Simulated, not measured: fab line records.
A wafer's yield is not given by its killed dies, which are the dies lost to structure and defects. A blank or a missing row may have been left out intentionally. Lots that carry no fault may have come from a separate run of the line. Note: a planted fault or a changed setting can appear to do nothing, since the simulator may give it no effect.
A single fault, viewed from 2 desks | flow gf180mcu | numbers are kept per desk, each desk with only its own; the story behind them comes last

## TOOL OWNER'S DESK, rie diel-03
The tool's own readings at GF_POLY_GATE_ETCH_12 (etches BARC in N2/H2): means of the sampled wafers that have a number, for each lot that ran on this tool. Any lot whose mean is over 4 standard deviations away from the usual mean is out of limits and marked OUT; that distance is given in the brackets.
Columns: A = chamber pressure mTorr at GF_POLY_GATE_ETCH_12, usual 30.000 mTorr; B = drypump motor current A at GF_POLY_GATE_ETCH_12, usual 5.7 A; C = h2 flow sccm at GF_POLY_GATE_ETCH_12, usual 200.0 sccm; D = oes product au at GF_POLY_GATE_ETCH_12, usual 0.736 a.u.; E = rf fwd power W at GF_POLY_GATE_ETCH_12, usual 495.9 W; F = throttle valve pct at GF_POLY_GATE_ETCH_12, usual 13.215 %
lot  | first seen here | A      | B   | C     | D     | E                       | F
L935 | day 13 10:19    | 30.024 | 5.2 | 200.2 | 0.735 | 495.5                   | 13.210
L938 | day 14 07:11    | 29.990 | 5.3 | 200.0 | 0.735 | 296.7 (-99 or more) OUT | 13.206
L939 | day 14 21:18    | 29.975 | 5.3 | 199.9 | 0.731 | 295.5 (-99 or more) OUT | 13.228
L940 | day 15 02:37    | 29.992 | 5.3 | 200.1 | 0.733 | 297.6 (-99 or more) OUT | 13.219
This desk's verdict: out of limits on L938, L939, L940, starting with L938 at day 14 07:11 (rf fwd power W at GF_POLY_GATE_ETCH_12). L935 stayed within limits.

## THE METROLOGY DESK
Means of the sampled wafers that have a number, per lot and without regard to the tool the lot ran on: this is what the gauges read. Any lot whose mean is over 4 standard deviations away from the usual mean is out of limits and marked OUT; that distance is given in the brackets.
Columns: A = POLY_GATE_CVD_00_THK at GF_POLY_GATE_THK_MEAS_01, usual 199.4 nm; B = cd nm at GF_POLY_GATE_CD_MEAS_10, usual 279.7 nm; C = POLY_GATE_OVL at GF_POLY_GATE_OVL_MEAS_11, usual 4 nm
lot  | first seen here | A     | B     | C
L922 | day 8 17:47     | 198.4 | 279.5 | 6
L925 | day 9 14:20     | 198.9 | 279.1 | 5
L935 | day 12 14:21    | 200.1 | 279.6 | -5
L938 | day 13 11:00    | 198.9 | 281.3 | -5
L939 | day 14 00:32    | 197.7 | 280.1 | -1
L940 | day 14 05:17    | 195.2 | 280.2 | -3
L944 | day 15 07:16    | 199.3 | 278.4 | 2
Result from this desk: across the 7 lots, nothing is out of limits.

## BROUGHT TOGETHER
On L938, L939, L940, at day 14 07:11, an alarm was possible from the tool owner's desk.
Nothing out of limits was seen by the metrology desk.
The metrology desk holds a record of L938, L939, L940, inside its limits.
Every lot named ran GF_POLY_GATE_ETCH_12 on rie diel-03.

## WHAT WAS PUT IN BY THE SIMULATOR
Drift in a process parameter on rie diel-03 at GF_POLY_GATE_ETCH_12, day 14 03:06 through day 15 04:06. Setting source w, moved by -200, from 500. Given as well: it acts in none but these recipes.
Struck lots among those shown: L938, L939, L940.
Delay in hours, fault start to first out-of-limits reading, by desk: the tool owner's desk at 4.
